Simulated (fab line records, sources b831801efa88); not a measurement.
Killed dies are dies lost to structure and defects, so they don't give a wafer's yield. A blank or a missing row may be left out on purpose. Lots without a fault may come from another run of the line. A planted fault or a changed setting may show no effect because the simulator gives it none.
Chamber matching | flow gf180mcu | GF_V3_ETCH_16 on rie_diel-01: 4 sister chambers
The step etches BARC in N2/H2. 4 wafers are shown with their chamber, then 10 later ones without.

WAFERS WITH THEIR CHAMBER
wafer  | chamber | oes_product_au (a.u.)
L081.2 | 2       | 0.860
L086.6 | 1       | 0.857
L089.3 | 3       | 0.857
L089.4 | 0       | 0.849

WAFERS WITHOUT THEIR CHAMBER
wafer  | oes_product_au (a.u.)
L089.5 | 0.853
L090.1 | 0.861
L090.2 | 0.852
L090.3 | 0.847
L096.3 | 0.855
L096.4 | 0.854
L096.5 | 0.849
L097.2 | 0.850
L097.3 | 0.854
L097.5 | 0.859

WHICH CHAMBER EACH WENT THROUGH
wafer  | from the rows above               | in truth
L089.5 | can't be placed: 0 or 1 or 3 or 2 | 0
L090.1 | can't be placed: 2 or 1 or 3      | 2
L090.2 | can't be placed: 0 or 1 or 3      | 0
L090.3 | 0                                 | 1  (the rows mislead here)
L096.3 | can't be placed: 1 or 3 or 2 or 0 | 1
L096.4 | can't be placed: 1 or 3 or 0 or 2 | 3
L096.5 | 0                                 | 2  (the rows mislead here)
L097.2 | 0                                 | 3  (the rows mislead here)
L097.3 | can't be placed: 1 or 3 or 0 or 2 | 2
L097.5 | can't be placed: 2 or 1 or 3      | 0
Placed correctly: 0 of 10. Can't be placed from these rows: 7 (the true chamber is among the candidates in 6). Placed wrongly: 3.
How it was worked out, from the rows above alone: a wafer's distance from a chamber is the root of the sum, over the readings, of the square of ((its reading less the chamber's mean) divided by the reading's scatter). The wafer belongs to the nearest chamber; if the next one is less than 2 further off, it can't be placed. A chamber's mean is the mean of its shown wafers. The scatter: with one shown wafer a chamber, the root of the mean of the squares of how far each hidden wafer lies from its nearest shown one.
